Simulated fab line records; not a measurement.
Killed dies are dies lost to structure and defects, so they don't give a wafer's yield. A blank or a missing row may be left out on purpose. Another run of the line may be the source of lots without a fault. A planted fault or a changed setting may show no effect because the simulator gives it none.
2 desks looking at one fault :: flow gf180mcu :: what lay behind the numbers comes last; until then each desk has only its own

THE METROLOGY DESK
What the gauges read, lot by lot, whatever tool the lot ran on: means of the sampled wafers that have a number. A lot is out of limits, marked OUT, if its mean lies more than 4 standard deviations from the usual mean; the brackets give that distance.
Columns: A = cdNm at GF_M4_CD_MEAS_14, usual 280.3 nm; B = V4_BOW at GF_V4_BOW_MEAS_05, usual 135 um; C = MIM_ALCU_RS at GF_MIM_RS_MEAS_10, usual 0.1598 ohm/sq; D = MIM_ALCU_THK at GF_MIM_THK_MEAS_11, usual 201.0 nm
lot: L628
first seen here: day 24 01:09
A: 280.8
B: 129
C: 0.1584
D: 203.3

lot: L631
first seen here: day 25 05:13
A: 279.1
B: 140
C: 0.1580
D: 203.0

lot: L633
first seen here: day 25 18:08
A: 281.0
B: 148
C: 0.1597
D: 200.6

lot: L634
first seen here: day 26 00:18
A: 280.2
B: 134
C: 0.1642
D: 196.0

lot: L635
first seen here: day 26 10:34
A: 280.8
B: 142
C: 0.1595
D: 201.4

lot: L636
first seen here: day 26 18:38
A: 281.0
B: 138
C: 0.1609
D: 200.1

lot: L640
first seen here: day 28 02:27
A: 280.3
B: 140
C: 0.2129 (+30) OUT
D: 157.4 (-19) OUT

lot: L643
first seen here: day 28 23:45
A: 281.8
B: 143
C: 0.1606
D: 200.0

lot: L646
first seen here: day 29 15:59
A: 279.4
B: 118
C: 0.1594
D: 201.0

lot: L651
first seen here: day 30 22:18
A: 282.2
B: 136
C: 0.1623
D: 198.1
This desk's finding: out of limits on L640; first on L640, day 29 01:04 (MIM_ALCU_RS at GF_MIM_RS_MEAS_10). In limits: L628, L631, L633, L634, L635, L636, L643, L646, L651.

THE TOOL OWNER'S DESK: pvdSputter-04
The tool's own readings at GF_MIM_SPUTTER_08 (material AlCu, target thk 200 nm, time 10.6 s): means of the sampled wafers that have a number, for each lot that ran on this tool. A lot is out of limits, marked OUT, if its mean lies more than 4 standard deviations from the usual mean; the brackets give that distance.
Columns: A = cathodeDcPowerW at GF_MIM_SPUTTER_08, usual 10600 W; B = chamberPressurePa at GF_MIM_SPUTTER_08, usual 0.4001 Pa; C = throttleValvePct at GF_MIM_SPUTTER_08, usual 30.3 %
lot: L628
first seen here: day 25 02:41
A: 10598
B: 0.4000
C: 31.0

lot: L633
first seen here: day 26 18:21
A: 10600
B: 0.4001
C: 31.1

lot: L634
first seen here: day 26 23:38
A: 10600
B: 0.3999
C: 30.5

lot: L640
first seen here: day 29 00:59
A: 10599
B: 0.3993
C: 30.4
This desk's finding: nothing out of limits on any of the 4 lots.

BROUGHT TOGETHER
On L640, the metrology desk was in a position to raise an alarm at day 29 01:04.
Nothing out of limits was seen by the tool owner's desk.
Tool owner's desk: L640 on record, inside its limits.
On pvdSputter-04, each named lot ran GF_MIM_SPUTTER_08.

WHAT THE SIMULATOR PUT IN
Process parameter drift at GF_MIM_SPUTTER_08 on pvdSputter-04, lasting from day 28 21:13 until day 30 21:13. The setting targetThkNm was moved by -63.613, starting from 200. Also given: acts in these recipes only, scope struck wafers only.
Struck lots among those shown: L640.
Delay in hours, fault start to first out-of-limits reading, per desk: metrology desk 4.
